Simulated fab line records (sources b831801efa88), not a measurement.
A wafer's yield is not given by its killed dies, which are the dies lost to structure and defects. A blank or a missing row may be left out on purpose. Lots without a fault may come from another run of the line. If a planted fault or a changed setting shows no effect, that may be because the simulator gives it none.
2 desks, one fault ; flow gf180mcu ; each desk holds nothing but its own numbers, with what lay behind them at the end

== FROM THE METROLOGY DESK ==
What the gauges read for every lot (on any tool): the sampled wafers with a number, averaged. If a lot's mean is further than 4 standard deviations from the usual mean, the lot is out of limits and carries the mark OUT (the distance appears in the brackets).
Columns: A = cd nm at GF_M5_CD_MEAS_07, usual 279.9 nm; B = M5_OVL at GF_M5_OVL_MEAS_08, usual 5 nm
lot;first seen here;A;B
L582;day 27 05:47;277.8;3
L589;day 28 17:47;278.5;14
L591;day 29 13:44;279.3;2
L592;day 29 21:36;278.6;6
L602;day 32 12:48;280.6;7
L603;day 32 16:17;279.7;10
This desk found nothing out of limits on any of the 6 lots.

== AT THE TOOL OWNER'S DESK: rie metal-04 ==
The tool's own readings at GF_M5_METAL_ETCH_10 (etches the open film in Cl2/BCl3, stops on SiO2, target depth 627.5 nm, time 104.6 s): means of the sampled wafers that have a number, for each lot that ran on this tool. If a lot's mean is further than 4 standard deviations from the usual mean, the lot is out of limits and carries the mark OUT (the distance appears in the brackets).
Columns: A = drypump motor current A at GF_M5_METAL_ETCH_10, usual 5.80 A; B = oes product au at GF_M5_METAL_ETCH_10, usual 0.973 a.u.; C = run length s at GF_M5_METAL_ETCH_10, usual 133.0 s; D = throttle valve pct at GF_M5_METAL_ETCH_10, usual 28.248 %
lot;first seen here;A;B;C;D
L582;day 27 05:58;5.85;0.966;132.6;28.254
L591;day 29 13:55;5.94;0.964;135.0 (+5.1) OUT;28.260
L592;day 29 21:46;5.83;0.977;133.6;28.236
This desk's finding: out of limits on L591; first on L591, day 29 13:55 (run length s at GF_M5_METAL_ETCH_10). Within limits: L582, L592.

== BROUGHT TOGETHER ==
At day 29 13:55, on L591, the tool owner's desk was in a position to raise an alarm.
Nothing out of limits was seen by the metrology desk.
The metrology desk has L591 on record, within its limits.
On rie metal-04, each named lot ran GF_M5_METAL_ETCH_10.

== WHAT HAD BEEN PUT IN BY THE SIMULATOR ==
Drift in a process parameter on rie metal-04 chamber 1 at GF_M5_METAL_ETCH_10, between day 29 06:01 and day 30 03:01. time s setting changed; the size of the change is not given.
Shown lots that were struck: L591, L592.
Delay in hours, fault start to first out-of-limits reading, by desk: the tool owner's desk at 8.
